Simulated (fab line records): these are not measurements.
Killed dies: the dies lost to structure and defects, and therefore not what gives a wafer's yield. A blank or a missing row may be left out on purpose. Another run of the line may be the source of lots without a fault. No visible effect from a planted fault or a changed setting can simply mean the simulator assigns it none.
Which tool is to blame?	flow sky130	6 lots with 18 wafers sampled at 3 steps, on a route of 708 steps

## WHAT EACH GAUGE READ, for each wafer
SKY_VIA2_THK_MEAS_23: measures by xrf.
lot	measured	on	VIA2_W_THK (nm)
L114	day 36 02:59	film_metro-01	439 429 438
L117	day 37 12:09	film_metro-01	437 432 440
L119	day 38 04:32	film_metro-03	437 439 437
L121	day 38 12:35	film_metro-02	431 434 434
L126	day 40 03:46	film_metro-02	428 434 429
L135	day 43 02:51	film_metro-01	444 437 433

## WHAT TOOL EACH LOT RAN ON (gives the tool, then ch and the chambers of the sampled wafers, and finally the start)
lot	SKY_METAL2_SPUTTER_00	SKY_METAL2_DESCUM_17
L114	pvd_sputter-02, day 33 18:35	rie_metal-04 ch 0,1, day 34 21:20
L117	pvd_sputter-04, day 35 04:24	rie_metal-02 ch 0,1, day 36 07:50
L119	pvd_sputter-02, day 35 21:55	rie_metal-02 ch 0,1, day 36 23:59
L121	pvd_sputter-02, day 36 05:01	rie_metal-04 ch 0,1, day 37 07:05
L126	pvd_sputter-02, day 37 21:42	rie_metal-03 ch 0,1, day 39 00:29
L135	pvd_sputter-02, day 41 00:56	rie_metal-03 ch 0,1, day 42 00:59
- SKY_METAL2_SPUTTER_00: material Ti, target thk 15 nm, time 10 s.
- SKY_METAL2_DESCUM_17: chemistry O2, time 8 s.

## THE ANSWER, worked out from the rows above alone
Rule: the lots themselves supply what counts as usual. Put in order of their means at a reading, lots are off if they are a third of the lots or fewer, leave a main group of 4 or more, and stand apart from it by a gap of 3 or more times the standard deviation of the main group's means; of several such gaps the widest counts. The tables above print the reading to a certain number of digits; a main group whose means all agree to those digits is not used. Also off: a lot with no number at a reading for which 4 or more lots have one. All remaining lots with rows at the step are treated as sound.
None of the lots is off at any reading shown; this tells nothing.

## WHAT HAD BEEN PUT IN BY THE SIMULATOR
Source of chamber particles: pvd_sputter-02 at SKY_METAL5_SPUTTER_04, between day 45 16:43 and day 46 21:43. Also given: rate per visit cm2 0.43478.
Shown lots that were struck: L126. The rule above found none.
